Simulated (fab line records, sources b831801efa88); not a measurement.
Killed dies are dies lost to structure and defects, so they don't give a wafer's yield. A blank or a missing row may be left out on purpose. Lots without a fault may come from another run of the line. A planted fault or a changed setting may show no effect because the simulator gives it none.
Problem report in the 8D (eight disciplines) form, filled by code | flow sfq_line | the parts of the form that need people (team, actions taken, sign-off) are left out

1. THE PROBLEM
exposure_dose_mJ_cm2 at SFQ_TRILAYER_M1_LITHO_EXPOSE_040 reads a mean of 14.678 on 12 wafers of 4 lots; wafers without a fault read 14.403 with a standard deviation of 0.016. That is +17 standard deviations from the usual mean.
The step: exposes mask M1, target cd 500 nm.
First seen on wafer L540.4, day 20 06:03, on krf_scanner-01. The record holds 48 wafers of 16 lots with a number at this step. Rule for "out", or "out of limits": more than 4 standard deviations from the usual mean. The other wafers with a number count as sound.

2. WHAT IT IS AND WHAT IT IS NOT
question                    | is                     | is not
which readings at this step | exposure_dose_mJ_cm2   | -
which lots                  | L540, L541, L542, L545 | L531, L532, L534, L535, L537, L538, L539, L548, L549, L550, L551, L552
which wafers of those lots  | all that have a number | -
read on which tools         | krf_scanner-01         | krf_scanner-02
when                        | from day 20 06:03      | up to then (21 sound wafers); but 15 sound wafers of L548, L549, L550, L551, L552 came after

3. SUSPECTS, AND WHAT RULES EACH OUT
Counting: a tool at a process step up to the reading stays a suspect if it ran every lot that is out and no sound lot after the first of them.
- krf_scanner-01 at SFQ_TRILAYER_M1_LITHO_EXPOSE_040 (exposes mask M1, target cd 500 nm): kept. It ran every lot that is out, first L540 (day 20 06:03), and no sound lot after that; its last sound lot up to then is L539 (day 19 17:27). Its own readings are out on those wafers: exposure_dose_mJ_cm2.
Left after counting: krf_scanner-01 at SFQ_TRILAYER_M1_LITHO_EXPOSE_040.

4. THE CAUSE (what the simulator had put in)
Process parameter drift: krf_scanner-01, from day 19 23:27 on, at SFQ_TRILAYER_M1_LITHO_EXPOSE_040. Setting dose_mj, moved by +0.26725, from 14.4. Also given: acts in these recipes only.
Counting left only this tool.

5. THE CHAIN OF EFFECTS, in route order
Each row: a reading whose mean over the struck wafers that have a number lies more than 3 standard deviations from the usual. Only readings for which the record gives a usual standard deviation are gone through. hours: the time from each lot's start at the first step in this table that gives one to its start at this step, as a median over the lots. sigmas: the change in usual standard deviations.
hours | step                             | reading              | usual  | on struck wafers | change | sigmas
0     | SFQ_TRILAYER_M1_LITHO_EXPOSE_040 | exposure_dose_mJ_cm2 | 14.403 | 14.678           | +0.275 | +17
The process steps in it:
- SFQ_TRILAYER_M1_LITHO_EXPOSE_040: exposes mask M1, target cd 500 nm.

6. WHAT WOULD HAVE CAUGHT IT SOONER
In this record the first reading out of limits was taken at day 20 06:03, 7 hours after the fault began at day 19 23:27.
